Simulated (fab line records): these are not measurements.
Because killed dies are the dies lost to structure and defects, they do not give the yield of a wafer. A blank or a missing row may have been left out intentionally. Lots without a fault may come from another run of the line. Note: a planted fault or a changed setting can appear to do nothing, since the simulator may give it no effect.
A lot that was struck, set against a sound lot	flow sky130	19 out of 708 route steps
Sound: the wafers L248.2, L248.3, L248.5. Wafers struck: L261.3, L261.4, L261.6. The cause is named last.
At each step with rows: each side's tool, then ch and its chambers, then its first start. Under that, the readings that differ: sound wafers	struck wafers	difference of the means	sigmas: that difference in standard deviations of wafers without a fault.
alike: readings with means less than 2 such deviations apart, plus words and numbers identical on both sides. not compared: withheld readings, readings lacking a value on some wafer, bounds such as >300 that could conceal the same value, and numbers that have no deviation in the record and whose values overlap.
The two part at a step that has a row with sigmas, a row that says differs or no value, or rows on one side only. Numbers that don't overlap but have no deviation are shown without sigmas and don't part them. A reading that every wafer of one side lacks parts them only if that side has two wafers or more.

first, 2 steps without rows for these wafers: SKY_GATE_OXIDE_IMPLANT_11; SKY_GATE_OXIDE_WET_ETCH_12 (etches SiO2 in dHF, target depth 16.8 nm, time 336 s).
SKY_GATE_OXIDE_STRIP_13: strips in O2/N2.
  sound on plasma_asher-04 ch 0,1, day 14 13:35; struck on plasma_asher-04 ch 0,1, day 19 02:56
  alike: chamber_pressure_mTorr, drypump_motor_current_A, oes_product_au, strip_time_to_endpoint_s
  not compared: rf_hours_counter_h
SKY_GATE_OXIDE_TW_MEAS_14:
  sound on film_metro-02 at day 14 13:41; struck on film_metro-02 at day 19 03:01
  alike: GATE_OXIDE_TW
then, 3 steps without rows for these wafers: SKY_GATE_OXIDE_CLEAN_15 (cleans in SC1/SC2, time 150 s); SKY_GATE_OXIDE_OXIDATION_16 (stabilise 600 s, purge 300 s, target thk 3.57 nm); SKY_POLY_GATE_CVD_00 (deposits poly-Si, target thk 180 nm, time 720 s).
SKY_POLY_GATE_THK_MEAS_01:
  sound on film_metro-01 at day 14 17:32; struck on film_metro-02 at day 19 08:46
  alike: POLY_GATE_CVD_00_THK
then, 4 steps without rows for these wafers: SKY_RES_PROTECT_DEHYDRATE_00 (time 60 s); SKY_RES_PROTECT_HMDS_01 (prime time 60 s); SKY_RES_PROTECT_COAT_02 (resist thk 1140 nm); SKY_RES_PROTECT_SOFTBAKE_03 (time 60 s).
SKY_RES_PROTECT_EXPOSE_04: exposes mask RPM, target cd 1270 nm.
  sound on iline_stepper-01 ch 0, day 15 06:29; struck on iline_stepper-01 ch 0, day 20 00:40
reading	sound	struck	difference	sigmas
mask	RPM#0 RPM#0 RPM#0	NTM#0 NTM#0 NTM#0	differs	
then, 3 steps without rows for these wafers: SKY_RES_PROTECT_PEB_05; SKY_RES_PROTECT_DEVELOP_06 (develop time 60 s); SKY_POLY_GATE_IMPLANT_02.
SKY_RES_PROTECT_STRIP_07: strips in O2/N2.
  sound on plasma_asher-04 ch 1, day 15 20:21; struck on plasma_asher-02 ch 0,1, day 20 15:37
  alike: chamber_pressure_mTorr, drypump_motor_current_A, oes_product_au, strip_time_to_endpoint_s
  not compared: rf_hours_counter_h
SKY_RES_PROTECT_TW_MEAS_08:
  sound on film_metro-04 at day 15 20:28; struck on film_metro-04 at day 20 15:42
reading	sound	struck	difference	sigmas
POLY_GATE_TW	3989 3981 3980	30 30 30	-3953	-99 or more
then, 1 step without rows for these wafers: SKY_RES_PROTECT_CLEAN_09 (cleans in SC1/SC2, time 150 s).

== WHERE THEY PART ==
Last at SKY_RES_PROTECT_TW_MEAS_08 as far as this record goes, first at SKY_RES_PROTECT_EXPOSE_04.

WHY: what the simulator had put in
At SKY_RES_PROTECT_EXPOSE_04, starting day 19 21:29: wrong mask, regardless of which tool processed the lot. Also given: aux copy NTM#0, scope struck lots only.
